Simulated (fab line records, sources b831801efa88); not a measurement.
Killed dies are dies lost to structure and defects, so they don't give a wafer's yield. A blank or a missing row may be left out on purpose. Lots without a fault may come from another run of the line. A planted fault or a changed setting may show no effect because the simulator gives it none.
Split-lot experiment | flow gf180mcu | 5 lots, 23 wafers read, on a route of 602 steps

THE SPLIT
At GF_VT_IMPLANT_IMPLANT_30, the setting dose_cm2 was moved away from the recipe's 2.534e+12 on 7 of the 23 wafers read, by -12.3% to +15.2%. The other wafers ran this setting at the recipe's value.

FROM THE SPLIT TO THE READING: what the file shows between them, 1 step
- GF_VT_IMPLANT_STRIP_31: strips in O2/N2 (also split here: platen_temp_c)

THE READING
VT_IMPLANT_3_TW, at GF_VT_IMPLANT_TW_MEAS_32. Fault-free wafers of this fab line usually give 270, standard deviation 3.7.

wafer  | tool, chamber at the split | dose_cm2 as run | against the recipe | VT_IMPLANT_3_TW | against lot-mates on the recipe
L074.1 | implanter-03, 0            | 2.223e+12       | -12.3%             | 263             | -10
L074.2 | implanter-03, 0            | 2.534e+12       | recipe             | 274             | -
L074.3 | implanter-03, 0            | 2.534e+12       | recipe             | 273             | -
L074.4 | implanter-03, 0            | 2.534e+12       | recipe             | 272             | -
L074.5 | implanter-03, 0            | 2.223e+12       | -12.3%             | 263             | -10
L081.1 | implanter-04, 0            | 2.534e+12       | recipe             | 272             | -
L081.2 | implanter-04, 0            | 2.534e+12       | recipe             | 272             | -
L081.3 | implanter-04, 0            | 2.534e+12       | recipe             | 272             | -
L081.5 | implanter-04, 0            | 2.534e+12       | recipe             | 271             | -
L081.6 | implanter-04, 0            | 2.534e+12       | recipe             | 272             | -
L082.1 | implanter-02, 0            | 2.919e+12       | +15.2%             | 283             | +10
L082.2 | implanter-02, 0            | 2.534e+12       | recipe             | 273             | -
L082.4 | implanter-02, 0            | 2.534e+12       | recipe             | 273             | -
L082.5 | implanter-02, 0            | 2.919e+12       | +15.2%             | 284             | +11
L082.6 | implanter-02, 0            | 2.919e+12       | +15.2%             | 283             | +10
L084.2 | implanter-02, 0            | 2.534e+12       | recipe             | 265             | -
L084.4 | implanter-02, 0            | 2.534e+12       | recipe             | 265             | -
L084.6 | implanter-02, 0            | 2.534e+12       | recipe             | 266             | -
L085.1 | implanter-03, 0            | 2.797e+12       | +10.4%             | 270             | +8
L085.2 | implanter-03, 0            | 2.797e+12       | +10.4%             | 270             | +8
L085.3 | implanter-03, 0            | 2.534e+12       | recipe             | 262             | -
L085.4 | implanter-03, 0            | 2.534e+12       | recipe             | 264             | -
L085.6 | implanter-03, 0            | 2.534e+12       | recipe             | 261             | -

THE FIT
A straight line over all 23 wafers: VT_IMPLANT_3_TW changes by +0.667 for each +1% of dose_cm2; r = +0.73; the points scatter about the line by 4.5.
The same after taking each lot's own level away (the mean of its wafers on the recipe; 23 wafers): +0.73 for each +1%; r = +0.99; scatter 0.75.
On that fit, the largest move of dose_cm2 shifts the reading by 11.
The lots' own levels span 262.3 to 273.0, that is 2.9 times the standard deviation above.
So the lot-to-lot level blurs the effect unless lot-mates are compared.
Check: with one of the wafers moved furthest among these (+15.2%) left out of the fit, the line predicts +11.1 for it against its lot-mates. It came out at +10 against them.

OTHER SPLITS ON THESE WAFERS
These wafers also went through other splits before the reading. Each is held against what the fit with the lots' levels taken away leaves over:
other split on the same wafers       | wafers away from the commonest value | r with VT_IMPLANT_3_TW (lot level and that fit taken away)
GF_STI_COAT_07 resist_thk_nm         | 11                                   | +0.12
GF_STI_SOFTBAKE_08 temp_c            | 7                                    | -0.10
GF_NWELL_IMPLANT_08 energy_kev       | 5                                    | +0.17
GF_LVPWELL_COAT_02 spin_rpm          | 8                                    | -0.47
GF_LVPWELL_IMPLANT_09 energy_kev     | 4                                    | -0.23
GF_MVPSD_IMPLANT_08 dose_cm2         | 8                                    | +0.01
GF_VT_IMPLANT_STRIP_31 platen_temp_c | 10                                   | +0.06

THE FILE'S OWN FIT
VT_IMPLANT_3_TW changes by +0.739 for each +1% of dose_cm2, r = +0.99.
